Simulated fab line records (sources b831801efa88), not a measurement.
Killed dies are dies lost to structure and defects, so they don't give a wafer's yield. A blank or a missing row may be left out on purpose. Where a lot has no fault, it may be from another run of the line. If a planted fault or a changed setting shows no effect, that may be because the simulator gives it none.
fab line records :: flow sky130 :: part 2 of 2: steps 27 to 39 of 39
record
  lots=5
  wafers=15
  last_day=50
route steps=708 shown FIELD_ISO@15 NWELL@32 DNWELL@35 PWDE@45
lots untouched by any fault: they come from a run of this same line in which no faults occurred
start_h: hours from the record's first day to the start of the lot's first wafer shown :: wait_h: hours elapsed since this lot's preceding step :: " same as the row above :: L1.1+2: a single row standing in for several wafers :: - no value present, or no start provided :: * or withheld: withheld :: < > ~ a bound
route shown NAME@n: NAME is a module with steps in the file, n the number in the route of the first one :: usual: mean and standard deviation over wafers with no fault :: same: alike in all rows :: chamber/n: place in a boat :: sites: each site's reading :: _std_site: the standard deviation of these :: _edge_site: outer sites' mean less inner sites' :: radius_mm: how far each site lies from the wafer's centre :: mask NAME#n: copy n :: behind: the tool/chamber that last shaped the wafer :: hold: why the lot went on hold/how many hours it stayed there/how the hold came to an end :: device: which transistor (n, p or np) failed to switch :: end of line: tests of these same wafers at the route's end :: a step given without rows: its recipe and nothing more :: killed: dies lost to structure and defects at the first sort, not the wafer's yield :: map: a wafer's dies, marking killed ones x, the rest . and places with no die _
set.NAME: the setting the step ran with; set.NAME@STEP: the setting that earlier step ran with :: model.NAME: the simulator's own value behind a step, which no gauge read
certain route steps with their lots: each step a table, each wafer a row
services: when a tool's chamber went out of use (start_h, in hours from the record's first day, below 0 if earlier), for how many hours, and the reason
## steps
# step SKY_DNWELL_DEVELOP_06
# recipe
  wall_angle_deg=90
  developer=TMAH
  develop_time_s=60
  dev_temp_c=23
lot.wafer: L079.3+5+6
tool: litho_track-04
chamber: 0
start_h: -
wait_h: -

lot.wafer: L083.1+2+5
tool: litho_track-04
chamber: 0
start_h: -
wait_h: -

lot.wafer: L084.2+4+6
tool: litho_track-01
chamber: 0
start_h: -
wait_h: -

lot.wafer: L091.1+2+6
tool: litho_track-02
chamber: 0
start_h: -
wait_h: -

lot.wafer: L095.1+3+5
tool: litho_track-02
chamber: 0
start_h: -
wait_h: -
# step SKY_DNWELL_IMPLANT_07
# recipe
  species=P
  energy_kev=withheld
  dose_cm2=withheld
  tilt_deg=withheld
# same
  implant_ion_amu=*
lot.wafer: L079.3+5+6
tool: implanter-03
chamber: 0
start_h: 79.76
wait_h: -

lot.wafer: L083.1+2+5
tool: implanter-03
chamber: 0
start_h: 106.31
wait_h: -

lot.wafer: L084.2+4+6
tool: implanter-04
chamber: 0
start_h: 107.28
wait_h: -

lot.wafer: L091.1+2+6
tool: implanter-04
chamber: 0
start_h: 157.20
wait_h: -

lot.wafer: L095.1+3+5
tool: implanter-01
chamber: 0
start_h: 188.10
wait_h: -
# step SKY_DNWELL_STRIP_08
# recipe
  chemistry=O2/N2
  power_w=1400
  pressure_mtorr=1500
  platen_temp_c=withheld
  o2_flow_sccm=3000
  n2_flow_sccm=300
  overash_fraction=0.5
# usual
  drypump_motor_current_A=5.74/0.26
  oes_product_au=0.723/0.0043
  strip_time_to_endpoint_s=36.92/0.091
lot.wafer: L079.3
tool: plasma_asher-03
chamber: 0
start_h: 79.90
wait_h: 0.1
drypump_motor_current_A: 6.07
oes_product_au: 0.725
rf_hours_counter_h: -
strip_time_to_endpoint_s: 37.00

lot.wafer: L079.5
tool: plasma_asher-03
chamber: 1
start_h: 79.90
wait_h: 0.1
drypump_motor_current_A: 5.67
oes_product_au: 0.723
rf_hours_counter_h: -
strip_time_to_endpoint_s: 36.96

lot.wafer: L079.6
tool: plasma_asher-03
chamber: 0
start_h: 79.90
wait_h: 0.1
drypump_motor_current_A: 6.08
oes_product_au: 0.723
rf_hours_counter_h: -
strip_time_to_endpoint_s: 36.98

lot.wafer: L083.1
tool: plasma_asher-03
chamber: 1
start_h: 106.46
wait_h: 0.1
drypump_motor_current_A: 5.71
oes_product_au: 0.715
rf_hours_counter_h: 43
strip_time_to_endpoint_s: 36.89

lot.wafer: L083.2
tool: plasma_asher-03
chamber: 0
start_h: 106.46
wait_h: 0.1
drypump_motor_current_A: 6.06
oes_product_au: 0.729
rf_hours_counter_h: 43
strip_time_to_endpoint_s: 36.92

lot.wafer: L083.5
tool: plasma_asher-03
chamber: 1
start_h: 106.46
wait_h: 0.1
drypump_motor_current_A: 5.69
oes_product_au: 0.727
rf_hours_counter_h: -
strip_time_to_endpoint_s: 36.95

lot.wafer: L084.2
tool: plasma_asher-01
chamber: 0
start_h: 107.41
wait_h: 0.1
drypump_motor_current_A: 5.77
oes_product_au: 0.718
rf_hours_counter_h: 44
strip_time_to_endpoint_s: 36.91

lot.wafer: L084.4
tool: plasma_asher-01
chamber: 1
start_h: 107.41
wait_h: 0.1
drypump_motor_current_A: 5.31
oes_product_au: 0.727
rf_hours_counter_h: -
strip_time_to_endpoint_s: 36.95

lot.wafer: L084.6
tool: plasma_asher-01
chamber: 1
start_h: 107.41
wait_h: 0.1
drypump_motor_current_A: 5.32
oes_product_au: 0.729
rf_hours_counter_h: -
strip_time_to_endpoint_s: 36.86

lot.wafer: L091.1
tool: plasma_asher-03
chamber: 0
start_h: 157.35
wait_h: 0.1
drypump_motor_current_A: 6.07
oes_product_au: 0.728
rf_hours_counter_h: 48
strip_time_to_endpoint_s: 36.94

lot.wafer: L091.2
tool: plasma_asher-03
chamber: 1
start_h: 157.35
wait_h: 0.1
drypump_motor_current_A: 5.70
oes_product_au: 0.729
rf_hours_counter_h: 48
strip_time_to_endpoint_s: 36.97

lot.wafer: L091.6
tool: plasma_asher-03
chamber: 0
start_h: 157.35
wait_h: 0.1
drypump_motor_current_A: 6.08
oes_product_au: 0.713
rf_hours_counter_h: -
strip_time_to_endpoint_s: 36.86

lot.wafer: L095.1
tool: plasma_asher-04
chamber: 0
start_h: 188.25
wait_h: 0.1
drypump_motor_current_A: 5.51
oes_product_au: 0.726
rf_hours_counter_h: 50
strip_time_to_endpoint_s: 36.74

lot.wafer: L095.3
tool: plasma_asher-04
chamber: 0
start_h: 188.25
wait_h: 0.1
drypump_motor_current_A: 5.50
oes_product_au: 0.716
rf_hours_counter_h: -
strip_time_to_endpoint_s: 36.74

lot.wafer: L095.5
tool: plasma_asher-04
chamber: 0
start_h: 188.25
wait_h: 0.1
drypump_motor_current_A: 5.52
oes_product_au: 0.716
rf_hours_counter_h: -
strip_time_to_endpoint_s: 36.67
# step SKY_DNWELL_TW_MEAS_09
# usual
  DNWELL_TW=1119/15
lot.wafer: L079.3
tool: film_metro-03
chamber: -
start_h: 79.98
wait_h: 0.1
DNWELL_TW: 1110

lot.wafer: L079.5
tool: film_metro-03
chamber: -
start_h: 79.98
wait_h: 0.1
DNWELL_TW: 1107

lot.wafer: L079.6
tool: film_metro-03
chamber: -
start_h: 79.98
wait_h: 0.1
DNWELL_TW: 1110

lot.wafer: L083.1
tool: film_metro-03
chamber: -
start_h: 106.56
wait_h: 0.1
DNWELL_TW: 1100

lot.wafer: L083.2
tool: film_metro-03
chamber: -
start_h: 106.56
wait_h: 0.1
DNWELL_TW: 1092

lot.wafer: L083.5
tool: film_metro-03
chamber: -
start_h: 106.56
wait_h: 0.1
DNWELL_TW: 1095

lot.wafer: L084.2
tool: film_metro-01
chamber: -
start_h: 107.52
wait_h: 0.1
DNWELL_TW: 1146

lot.wafer: L084.4
tool: film_metro-01
chamber: -
start_h: 107.52
wait_h: 0.1
DNWELL_TW: 1143

lot.wafer: L084.6
tool: film_metro-01
chamber: -
start_h: 107.52
wait_h: 0.1
DNWELL_TW: 1133

lot.wafer: L091.1
tool: film_metro-04
chamber: -
start_h: 157.45
wait_h: 0.1
DNWELL_TW: 1120

lot.wafer: L091.2
tool: film_metro-04
chamber: -
start_h: 157.45
wait_h: 0.1
DNWELL_TW: 1119

lot.wafer: L091.6
tool: film_metro-04
chamber: -
start_h: 157.45
wait_h: 0.1
DNWELL_TW: 1117

lot.wafer: L095.1
tool: film_metro-04
chamber: -
start_h: 188.35
wait_h: 0.1
DNWELL_TW: 1120

lot.wafer: L095.3
tool: film_metro-04
chamber: -
start_h: 188.35
wait_h: 0.1
DNWELL_TW: 1124

lot.wafer: L095.5
tool: film_metro-04
chamber: -
start_h: 188.35
wait_h: 0.1
DNWELL_TW: 1119
# step SKY_PWDE_DEHYDRATE_00
# recipe
  temp_c=200
  time_s=60
lot.wafer: L079.3+5+6
tool: litho_track-02
chamber: 0
start_h: 87.75
wait_h: 7.8

lot.wafer: L083.1+2+5
tool: litho_track-01
chamber: 0
start_h: 115.61
wait_h: 9.0

lot.wafer: L084.2+4+6
tool: litho_track-02
chamber: 0
start_h: 116.78
wait_h: 9.3

lot.wafer: L091.1+2+6
tool: litho_track-01
chamber: 0
start_h: 166.21
wait_h: 8.7

lot.wafer: L095.1+3+5
tool: litho_track-02
chamber: 0
start_h: 198.60
wait_h: 10.2
# step SKY_PWDE_HMDS_01
# recipe
  prime_time_s=60
  prime_temp_c=120
lot.wafer: L079.3+5+6
tool: litho_track-02
chamber: 0
start_h: 87.90
wait_h: 0.1

lot.wafer: L083.1+2+5
tool: litho_track-01
chamber: 0
start_h: 115.76
wait_h: 0.1

lot.wafer: L084.2+4+6
tool: litho_track-02
chamber: 0
start_h: 116.93
wait_h: 0.1

lot.wafer: L091.1+2+6
tool: litho_track-01
chamber: 0
start_h: 166.36
wait_h: 0.1

lot.wafer: L095.1+3+5
tool: litho_track-02
chamber: 0
start_h: 198.75
wait_h: 0.1
# step SKY_PWDE_COAT_02
# recipe
  spin_rpm=2000
  resist_thk_nm=3000
# usual
  dispense_pressure_kPa=50.2/1.7
lot.wafer: L079.3
tool: litho_track-02
chamber: 0
start_h: 88.05
wait_h: 0.1
dispense_pressure_kPa: 51.9

lot.wafer: L079.5
tool: litho_track-02
chamber: 0
start_h: 88.05
wait_h: 0.1
dispense_pressure_kPa: 51.8

lot.wafer: L079.6
tool: litho_track-02
chamber: 0
start_h: 88.05
wait_h: 0.1
dispense_pressure_kPa: 51.8

lot.wafer: L083.1
tool: litho_track-01
chamber: 0
start_h: 115.91
wait_h: 0.1
dispense_pressure_kPa: 50.5

lot.wafer: L083.2
tool: litho_track-01
chamber: 0
start_h: 115.91
wait_h: 0.1
dispense_pressure_kPa: 50.5

lot.wafer: L083.5
tool: litho_track-01
chamber: 0
start_h: 115.91
wait_h: 0.1
dispense_pressure_kPa: 50.5

lot.wafer: L084.2
tool: litho_track-02
chamber: 0
start_h: 117.08
wait_h: 0.1
dispense_pressure_kPa: 51.9

lot.wafer: L084.4
tool: litho_track-02
chamber: 0
start_h: 117.08
wait_h: 0.1
dispense_pressure_kPa: 51.8

lot.wafer: L084.6
tool: litho_track-02
chamber: 0
start_h: 117.08
wait_h: 0.1
dispense_pressure_kPa: 51.8

lot.wafer: L091.1
tool: litho_track-01
chamber: 0
start_h: 166.51
wait_h: 0.1
dispense_pressure_kPa: 50.5

lot.wafer: L091.2
tool: litho_track-01
chamber: 0
start_h: 166.51
wait_h: 0.1
dispense_pressure_kPa: 50.4

lot.wafer: L091.6
tool: litho_track-01
chamber: 0
start_h: 166.51
wait_h: 0.1
dispense_pressure_kPa: 50.5

lot.wafer: L095.1
tool: litho_track-02
chamber: 0
start_h: 198.90
wait_h: 0.1
dispense_pressure_kPa: 51.8

lot.wafer: L095.3
tool: litho_track-02
chamber: 0
start_h: 198.90
wait_h: 0.1
dispense_pressure_kPa: 51.8

lot.wafer: L095.5
tool: litho_track-02
chamber: 0
start_h: 198.90
wait_h: 0.1
dispense_pressure_kPa: 51.8
# step SKY_PWDE_SOFTBAKE_03
# recipe
  temp_c=110
  time_s=withheld
lot.wafer: L079.3+5+6
tool: litho_track-02
chamber: 0
start_h: 88.22
wait_h: 0.1

lot.wafer: L083.1+2+5
tool: litho_track-01
chamber: 0
start_h: 116.06
wait_h: 0.1

lot.wafer: L084.2+4+6
tool: litho_track-02
chamber: 0
start_h: 117.24
wait_h: 0.1

lot.wafer: L091.1+2+6
tool: litho_track-01
chamber: 0
start_h: 166.66
wait_h: 0.1

lot.wafer: L095.1+3+5
tool: litho_track-02
chamber: 0
start_h: 199.05
wait_h: 0.1
# step SKY_PWDE_EXPOSE_04
# recipe
  mask_id=PWDEM
  na=0.6
  source_shape=conventional
  sigma_outer=0.6
  polarization=unpolarized
  target_cd_nm=840
  dose_mj=214
# usual
  reticle_temp_C=23.02/0.12
lot.wafer: L079.3
tool: iline_stepper-02
chamber: 0
start_h: -
wait_h: -
mask: PWDEM#0
reticle_temp_C: 22.81

lot.wafer: L079.5
tool: iline_stepper-02
chamber: 0
start_h: -
wait_h: -
mask: PWDEM#0
reticle_temp_C: 22.92

lot.wafer: L079.6
tool: iline_stepper-02
chamber: 0
start_h: -
wait_h: -
mask: PWDEM#0
reticle_temp_C: 23.03

lot.wafer: L083.1
tool: iline_stepper-02
chamber: 0
start_h: -
wait_h: -
mask: PWDEM#0
reticle_temp_C: 23.32

lot.wafer: L083.2
tool: iline_stepper-02
chamber: 0
start_h: -
wait_h: -
mask: PWDEM#0
reticle_temp_C: 23.07

lot.wafer: L083.5
tool: iline_stepper-02
chamber: 0
start_h: -
wait_h: -
mask: PWDEM#0
reticle_temp_C: 22.95

lot.wafer: L084.2
tool: iline_stepper-01
chamber: 0
start_h: -
wait_h: -
mask: PWDEM#0
reticle_temp_C: 23.05

lot.wafer: L084.4
tool: iline_stepper-01
chamber: 0
start_h: -
wait_h: -
mask: PWDEM#0
reticle_temp_C: 22.98

lot.wafer: L084.6
tool: iline_stepper-01
chamber: 0
start_h: -
wait_h: -
mask: PWDEM#0
reticle_temp_C: 22.97

lot.wafer: L091.1
tool: iline_stepper-01
chamber: 0
start_h: -
wait_h: -
mask: PWDEM#0
reticle_temp_C: 23.00

lot.wafer: L091.2
tool: iline_stepper-01
chamber: 0
start_h: -
wait_h: -
mask: PWDEM#0
reticle_temp_C: 22.88

lot.wafer: L091.6
tool: iline_stepper-01
chamber: 0
start_h: -
wait_h: -
mask: PWDEM#0
reticle_temp_C: 23.02

lot.wafer: L095.1
tool: iline_stepper-01
chamber: 0
start_h: -
wait_h: -
mask: PWDEM#0
reticle_temp_C: 23.19

lot.wafer: L095.3
tool: iline_stepper-01
chamber: 0
start_h: -
wait_h: -
mask: PWDEM#0
reticle_temp_C: 22.94

lot.wafer: L095.5
tool: iline_stepper-01
chamber: 0
start_h: -
wait_h: -
mask: PWDEM#0
reticle_temp_C: 23.09
# step SKY_PWDE_PEB_05
# recipe
  temp_c=115
  time_s=withheld
lot.wafer: L079.3+5+6
tool: litho_track-01
chamber: 0
start_h: -
wait_h: -

lot.wafer: L083.1+2+5
tool: litho_track-03
chamber: 0
start_h: -
wait_h: -

lot.wafer: L084.2+4+6
tool: litho_track-03
chamber: 0
start_h: -
wait_h: -

lot.wafer: L091.1+2+6
tool: litho_track-02
chamber: 0
start_h: -
wait_h: -

lot.wafer: L095.1+3+5
tool: litho_track-03
chamber: 0
start_h: -
wait_h: -
# step SKY_PWDE_DEVELOP_06
# recipe
  wall_angle_deg=90
  developer=TMAH
  develop_time_s=60
  dev_temp_c=23
lot.wafer: L079.3+5+6
tool: litho_track-01
chamber: 0
start_h: -
wait_h: -

lot.wafer: L083.1+2+5
tool: litho_track-03
chamber: 0
start_h: -
wait_h: -

lot.wafer: L084.2+4+6
tool: litho_track-03
chamber: 0
start_h: -
wait_h: -

lot.wafer: L091.1+2+6
tool: litho_track-02
chamber: 0
start_h: -
wait_h: -

lot.wafer: L095.1+3+5
tool: litho_track-03
chamber: 0
start_h: -
wait_h: -
# step SKY_PWDE_OVL_MEAS_07
# usual
  PWDE_OVL=-0.4/1.3
lot.wafer: L079.3
tool: overlay-01
chamber: -
start_h: 96.97
wait_h: -
PWDE_OVL[nm]: -1.3

lot.wafer: L079.5
tool: overlay-01
chamber: -
start_h: 96.97
wait_h: -
PWDE_OVL[nm]: -1.5

lot.wafer: L079.6
tool: overlay-01
chamber: -
start_h: 96.97
wait_h: -
PWDE_OVL[nm]: -1.6

lot.wafer: L083.1
tool: overlay-02
chamber: -
start_h: 125.13
wait_h: -
PWDE_OVL[nm]: 1.1

lot.wafer: L083.2
tool: overlay-02
chamber: -
start_h: 125.13
wait_h: -
PWDE_OVL[nm]: 0.5

lot.wafer: L083.5
tool: overlay-02
chamber: -
start_h: 125.13
wait_h: -
PWDE_OVL[nm]: 1.3

lot.wafer: L084.2
tool: overlay-01
chamber: -
start_h: 126.14
wait_h: -
PWDE_OVL[nm]: -0.6

lot.wafer: L084.4
tool: overlay-01
chamber: -
start_h: 126.14
wait_h: -
PWDE_OVL[nm]: 1.9

lot.wafer: L084.6
tool: overlay-01
chamber: -
start_h: 126.14
wait_h: -
PWDE_OVL[nm]: -1.3

lot.wafer: L091.1
tool: overlay-02
chamber: -
start_h: 176.75
wait_h: -
PWDE_OVL[nm]: -1.9

lot.wafer: L091.2
tool: overlay-02
chamber: -
start_h: 176.75
wait_h: -
PWDE_OVL[nm]: -2.8

lot.wafer: L091.6
tool: overlay-02
chamber: -
start_h: 176.75
wait_h: -
PWDE_OVL[nm]: -2.4

lot.wafer: L095.1
tool: overlay-02
chamber: -
start_h: 209.93
wait_h: -
PWDE_OVL[nm]: 0.7

lot.wafer: L095.3
tool: overlay-02
chamber: -
start_h: 209.93
wait_h: -
PWDE_OVL[nm]: -0.6

lot.wafer: L095.5
tool: overlay-02
chamber: -
start_h: 209.93
wait_h: -
PWDE_OVL[nm]: 0.2
# step SKY_PWDE_IMPLANT_08
# recipe
  species=B
  energy_kev=150
  dose_cm2=3.6e+12
  tilt_deg=withheld
# same
  implant_ion_amu=11
lot.wafer: L079.3+5+6
tool: implanter-04
chamber: 0
start_h: 97.04
wait_h: 0.1

lot.wafer: L083.1+2+5
tool: implanter-02
chamber: 0
start_h: 125.17
wait_h: 0.0

lot.wafer: L084.2+4+6
tool: implanter-01
chamber: 0
start_h: 126.19
wait_h: 0.0

lot.wafer: L091.1+2+6
tool: implanter-04
chamber: 0
start_h: 176.79
wait_h: 0.0

lot.wafer: L095.1+3+5
tool: implanter-02
chamber: 0
start_h: 209.97
wait_h: 0.0
## services
tool: implanter-04
chamber: -
start_h: 34.96
hours: 3.2
kind: repair

tool: rie_diel-02
chamber: -
start_h: 38.18
hours: 2.8
kind: pm

tool: iline_stepper-02
chamber: -
start_h: 42.32
hours: 7.8
kind: repair

tool: cmp-02
chamber: -
start_h: 44.55
hours: 1.9
kind: repair

tool: plasma_asher-03
chamber: -
start_h: 47.28
hours: 2.8
kind: pm

tool: cmp-02
chamber: -
start_h: 64.00
hours: 4.0
kind: pm

tool: hdpcvd-02
chamber: -
start_h: 66.75
hours: 15.0
kind: pm

tool: furnace-02
chamber: -
start_h: 67.78
hours: 3.0
kind: pm

tool: wet_bench-01
chamber: -
start_h: 69.97
hours: 11.4
kind: repair

tool: cmp-02
chamber: -
start_h: 77.87
hours: 2.2
kind: repair

tool: cmp-02
chamber: -
start_h: 86.03
hours: 6.2
kind: pm

tool: implanter-04
chamber: -
start_h: 92.97
hours: 3.8
kind: repair

tool: iline_stepper-01
chamber: -
start_h: 106.22
hours: 5.5
kind: repair

tool: rie_si-02
chamber: 3
start_h: 107.41
hours: 7.8
kind: repair

tool: hdpcvd-02
chamber: -
start_h: 110.99
hours: 5.5
kind: pm

tool: furnace-01
chamber: -
start_h: 114.12
hours: 55.8
kind: pm

tool: iline_stepper-01
chamber: -
start_h: 124.16
hours: 1.7
kind: pm

tool: rie_diel-02
chamber: -
start_h: 144.53
hours: 4.3
kind: pm

tool: iline_stepper-02
chamber: -
start_h: 151.58
hours: 0.9
kind: repair

tool: rie_diel-02
chamber: 0
start_h: 163.50
hours: 16.7
kind: repair

tool: furnace-02
chamber: -
start_h: 182.05
hours: 3.1
kind: pm

tool: iline_stepper-01
chamber: -
start_h: 182.06
hours: 10.2
kind: repair

tool: rie_diel-02
chamber: 2
start_h: 199.00
hours: 1.3
kind: repair

tool: iline_stepper-01
chamber: -
start_h: 204.85
hours: 7.2
kind: repair
